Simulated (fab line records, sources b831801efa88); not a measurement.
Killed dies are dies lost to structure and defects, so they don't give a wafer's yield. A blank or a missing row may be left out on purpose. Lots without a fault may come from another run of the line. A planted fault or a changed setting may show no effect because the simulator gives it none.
Which tool did it? | flow sky130 | 6 lots, 18 wafers sampled, at 3 steps of a route of 708

WHAT THE GAUGES READ, wafer by wafer
SKY_VT_ADJUST_HVTR_TW_MEAS_11.
lot  | measured     | on            | VT_ADJUST_HVTR_TW
L501 | day 10 03:59 | film_metro-01 | 208.2 207.9 208.4
L503 | day 11 08:23 | film_metro-02 | 209.1 209.1 209.7
L506 | day 11 23:27 | film_metro-04 | 214.7 214.0 214.5
L514 | day 14 10:38 | film_metro-01 | 209.6 209.3 210.1
L520 | day 16 02:35 | film_metro-02 | 124.2 124.8 124.6
L522 | day 16 15:17 | film_metro-04 | 213.8 214.4 213.2

WHICH TOOL RAN EACH LOT (tool, then ch and the chambers of the sampled wafers, then the start)
lot  | SKY_NWELL_RTA_28                 | SKY_VT_ADJUST_HVTR_IMPLANT_09
L501 | rtp_anneal-01 ch 0, day 5 20:52  | implanter-04 ch 0, day 10 03:44
L503 | rtp_anneal-01 ch 0, day 6 21:26  | implanter-04 ch 0, day 11 08:08
L506 | rtp_anneal-01 ch 0, day 7 09:04  | implanter-01 ch 0, day 11 23:13
L514 | rtp_anneal-01 ch 0, day 9 10:14  | implanter-02 ch 0, day 14 10:23
L520 | rtp_anneal-02 ch 0, day 10 18:14 | implanter-01 ch 0, day 16 02:20
L522 | rtp_anneal-02 ch 0, day 11 05:06 | implanter-04 ch 0, day 16 15:02
- SKY_NWELL_RTA_28: time 30 s.
- SKY_VT_ADJUST_HVTR_IMPLANT_09

THE ANSWER, worked out from the rows above alone
Rule: what is usual is taken from the lots themselves. Put in order of their means at a reading, lots are off if they are a third of the lots or fewer, leave a main group of 4 or more, and stand apart from it by a gap of 3 or more times the standard deviation of the main group's means; of several such gaps the widest counts. A main group whose means are all the same, to the digits that the tables above print for the reading, isn't used. A lot without any number at a reading at which 4 lots or more have one is off too. The other lots that the step has rows for count as sound.
Off: L520, at SKY_VT_ADJUST_HVTR_TW_MEAS_11 (VT_ADJUST_HVTR_TW). The main group: mean 211.1, standard deviation 2.5.
A tool fits if, at a process step before that reading, it ran every lot that is off, and no sound lot after the first of them. The gauges at SKY_VT_ADJUST_HVTR_TW_MEAS_11 are tried like those tools. Can't be told from this: 2 tools fit, implanter-01 at SKY_VT_ADJUST_HVTR_IMPLANT_09, film_metro-02 at SKY_VT_ADJUST_HVTR_TW_MEAS_11.

WHAT THE SIMULATOR HAD PUT IN
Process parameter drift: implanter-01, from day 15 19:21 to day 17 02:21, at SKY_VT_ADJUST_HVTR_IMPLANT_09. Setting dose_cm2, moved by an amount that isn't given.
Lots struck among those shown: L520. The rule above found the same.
